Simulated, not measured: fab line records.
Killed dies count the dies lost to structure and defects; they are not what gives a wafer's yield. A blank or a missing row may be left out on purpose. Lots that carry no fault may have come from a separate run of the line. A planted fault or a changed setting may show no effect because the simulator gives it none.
The tool behind it: which one? | flow gf180mcu | 18 wafers from 6 lots sampled at 2 of the route's 602 steps

## WHAT THE GAUGES READ, wafer by wafer
GF_V4_THK_MEAS_25: measures by xrf.
lot  | measured     | on           | V4_W_THK (nm)
L847 | day 24 19:01 | filmMetro-02 | 344 350 347
L850 | day 25 22:44 | filmMetro-04 | 350 351 352
L854 | day 27 06:02 | filmMetro-03 | 342 346 344
L856 | day 27 20:40 | filmMetro-02 | 342 337 341
L866 | day 30 12:52 | filmMetro-04 | 357 358 355
L868 | day 31 03:13 | filmMetro-03 | 339 337 340

## TOOL THAT RAN EACH LOT (tool first, then ch and the chambers of the sampled wafers, then the start)
lot  | GF_V1_ETCH_16
L847 | rieDiel-02 ch 0,1,2, day 18 09:59
L850 | rieDiel-04 ch 1,2, day 19 18:44
L854 | rieDiel-04 ch 0,2,3, day 21 09:08
L856 | rieDiel-02 ch 0,3, day 22 00:02
L866 | rieDiel-01 ch 1,2,3, day 25 03:19
L868 | rieDiel-02 ch 0,2,3, day 25 19:26
- GF_V1_ETCH_16: etches BARC in N2/H2.

## THE ANSWER, worked out from the rows above alone
Rule: what is usual is taken from the lots themselves. Put in order of their means at a reading, lots are off if they are a third of the lots or fewer, leave a main group of 4 or more, and stand apart from it by a gap of 3 or more times the standard deviation of the main group's means; of several such gaps the widest counts. A main group whose means are all the same, to the digits that the tables above print for the reading, isn't used. Also off: a lot with no number at a reading for which 4 or more lots have one. All remaining lots with rows at the step are treated as sound.
No lot is off on any of the readings shown, so nothing can be concluded from this.

## WHAT WAS PUT IN BY THE SIMULATOR
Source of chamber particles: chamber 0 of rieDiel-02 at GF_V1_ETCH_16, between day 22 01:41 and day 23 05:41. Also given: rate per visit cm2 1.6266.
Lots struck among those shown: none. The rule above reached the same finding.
